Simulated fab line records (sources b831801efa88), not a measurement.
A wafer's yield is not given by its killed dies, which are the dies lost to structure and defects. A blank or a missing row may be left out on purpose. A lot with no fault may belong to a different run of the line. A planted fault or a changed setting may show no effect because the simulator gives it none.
Which tool was responsible? ; flow gf180mcu ; 36 wafers from 12 lots sampled at 5 of the route's 602 steps

WHAT THE GAUGES SHOWED, per wafer
GF_V4_THK_MEAS_25: measures by xrf.
lot;measured;on;V4_W_THK (nm)
L457;day 25 13:18;film_metro-03;351 351 353
L460;day 26 15:51;film_metro-04;363 359 367
L461;day 27 01:54;film_metro-04;355 363 360
L462;day 27 07:41;film_metro-04;354 359 361
L463;day 27 14:10;film_metro-04;363 357 358
L466;day 28 14:38;film_metro-03;357 359 365
L467;day 28 16:21;film_metro-03;351 353 351
L468;day 29 05:39;film_metro-02;359 352 357
L469;day 29 10:16;film_metro-03;353 351 355
L470;day 29 15:40;film_metro-04;356 366 363
L471;day 29 21:30;film_metro-04;362 364 361
L472;day 30 06:40;film_metro-03;355 354 357

GF_V5_THK_MEAS_03.
lot;measured;on;V5_CVD_02_THK (nm)
L457;day 27 09:05;film_metro-02;1465 1459 1490
L460;day 28 09:28;film_metro-01;1426 1424 1439
L461;day 28 19:56;film_metro-03;1452 1463 1481
L462;day 29 01:16;film_metro-01;1476 1471 1473
L463;day 29 07:14;film_metro-01;1487 1474 1481
L466;day 30 05:54;film_metro-01;1422 1436 1462
L467;day 30 08:05;film_metro-03;1473 1447 1475
L468;day 30 20:47;film_metro-01;1444 1448 1484
L469;day 31 01:40;film_metro-03;1443 1432 1458
L470;day 31 06:04;film_metro-02;1996 1443 2016
L471;day 31 11:47;film_metro-03;1438 1980 1469
L472;day 31 20:11;film_metro-02;1428 1441 1457

WHICH TOOL RAN EACH LOT (tool, then ch and the chambers of the sampled wafers, then the start)
lot;GF_MIM_SPUTTER_02;GF_MIM_SPUTTER_04;GF_V5_CVD_02
L457;pvd_sputter-01, day 25 13:47;pvd_sputter-01, day 25 13:50;pecvd-03 ch 0,1,2, day 27 08:59
L460;pvd_sputter-03, day 26 16:20;pvd_sputter-03, day 26 16:23;pecvd-04 ch 0,1, day 28 09:22
L461;pvd_sputter-01, day 27 02:23;pvd_sputter-01, day 27 02:26;pecvd-03 ch 1,2, day 28 19:47
L462;pvd_sputter-02, day 27 08:10;pvd_sputter-02, day 27 08:14;pecvd-03 ch 1,2, day 29 01:07
L463;pvd_sputter-02, day 27 14:40;pvd_sputter-02, day 27 14:43;pecvd-03 ch 0,1, day 29 07:08
L466;pvd_sputter-01, day 28 15:08;pvd_sputter-01, day 28 15:11;pecvd-04 ch 0,2, day 30 05:47
L467;pvd_sputter-01, day 28 16:50;pvd_sputter-01, day 28 16:53;pecvd-03 ch 0,1,2, day 30 07:59
L468;pvd_sputter-01, day 29 06:08;pvd_sputter-01, day 29 06:11;pecvd-03 ch 0,2, day 30 20:41
L469;pvd_sputter-01, day 29 10:44;pvd_sputter-01, day 29 10:47;pecvd-02 ch 1,2, day 31 01:32
L470;pvd_sputter-01, day 29 16:08;pvd_sputter-01, day 29 16:11;pecvd-03 ch 0,1,2, day 31 05:56
L471;pvd_sputter-02, day 29 21:59;pvd_sputter-02, day 29 22:02;pecvd-03 ch 0,1, day 31 11:41
L472;pvd_sputter-03, day 30 07:09;pvd_sputter-03, day 30 07:12;pecvd-02 ch 1,2, day 31 20:01
- GF_MIM_SPUTTER_02: material AlCu, target thk 450 nm, time 23.9 s.
- GF_MIM_SPUTTER_04: material TiN, target thk 50 nm, time 41.7 s.
- GF_V5_CVD_02: deposits SiO2 from TEOS, target thk 1450 nm, time 163.28 s.

AS READ BY THE TOOLS THEMSELVES (means over the sampled wafers that have a number; for cases with no such wafer, the mark the record gives instead)
GF_MIM_SPUTTER_02.
lot;tool;cathode_dc_power_W (W);throttle_valve_pct (%)
L457;pvd_sputter-01;10601;29.1
L460;pvd_sputter-03;10600;30.1
L461;pvd_sputter-01;10600;28.7
L462;pvd_sputter-02;10598;29.2
L463;pvd_sputter-02;10601;29.1
L466;pvd_sputter-01;10601;28.4
L467;pvd_sputter-01;10600;28.4
L468;pvd_sputter-01;10601;28.5
L469;pvd_sputter-01;10601;28.8
L470;pvd_sputter-01;10600;28.9
L471;pvd_sputter-02;10599;29.2
L472;pvd_sputter-03;10600;29.9

GF_MIM_SPUTTER_04.
lot;tool;cathode_dc_power_W (W);throttle_valve_pct (%)
L457;pvd_sputter-01;6498.6;29.2
L460;pvd_sputter-03;6499.6;30.1
L461;pvd_sputter-01;6499.8;28.7
L462;pvd_sputter-02;6499.5;29.3
L463;pvd_sputter-02;6500.1;29.2
L466;pvd_sputter-01;6500.4;28.5
L467;pvd_sputter-01;6499.7;28.6
L468;pvd_sputter-01;6500.7;28.4
L469;pvd_sputter-01;6499.7;28.7
L470;pvd_sputter-01;6501.3;28.8
L471;pvd_sputter-02;6501.0;29.1
L472;pvd_sputter-03;6500.3;30.1

GF_V5_CVD_02.
lot;tool;heater_power_w (W)
L457;pecvd-03;604
L460;pecvd-04;566
L461;pecvd-03;619
L462;pecvd-03;572
L463;pecvd-03;683
L466;pecvd-04;588
L467;pecvd-03;672
L468;pecvd-03;675
L469;pecvd-02;709
L470;pecvd-03;623
L471;pecvd-03;606
L472;pecvd-02;741

THE ANSWER, worked out from the rows above alone
Rule: the usual values come from the lots themselves. The widest of any qualifying gaps counts: lots, ordered by their means at a reading, are off when they make up no more than a third of the lots, leave a main group of 4 or more, and stand apart from it by 3 or more times the standard deviation of that group's means. A main group whose means are all the same, to the digits that the tables above print for the reading, isn't used. A lot without any number at a reading at which 4 lots or more have one is off too. Where the step has rows for the other lots, those lots are counted as sound. Order of review: gauges by route order, followed by the tools' own readings, for which a lot's mean as printed above is used. The first step at which some lot is off is used, and at that step the reading that is off furthest; a lot without a number counts as furthest.
Off: L470, L471, seen at GF_V5_THK_MEAS_03 (V5_CVD_02_THK). Main group: mean 1457 nm, sd 16.
A tool fits if, at a process step before that reading, it ran every lot that is off, and no sound lot after the first of them. Gauges at GF_V5_THK_MEAS_03: tried the same way as those tools. One fits: GF_V5_CVD_02 on pecvd-03. A fault onset in the window from L468 (day 30 20:41, its last sound lot) to L470 (day 31 05:56, its first lot off) fits.

WHAT THE SIMULATOR HAD PUT IN
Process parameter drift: pecvd-03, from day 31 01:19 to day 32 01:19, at GF_V5_CVD_02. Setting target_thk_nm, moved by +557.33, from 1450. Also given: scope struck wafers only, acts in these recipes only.
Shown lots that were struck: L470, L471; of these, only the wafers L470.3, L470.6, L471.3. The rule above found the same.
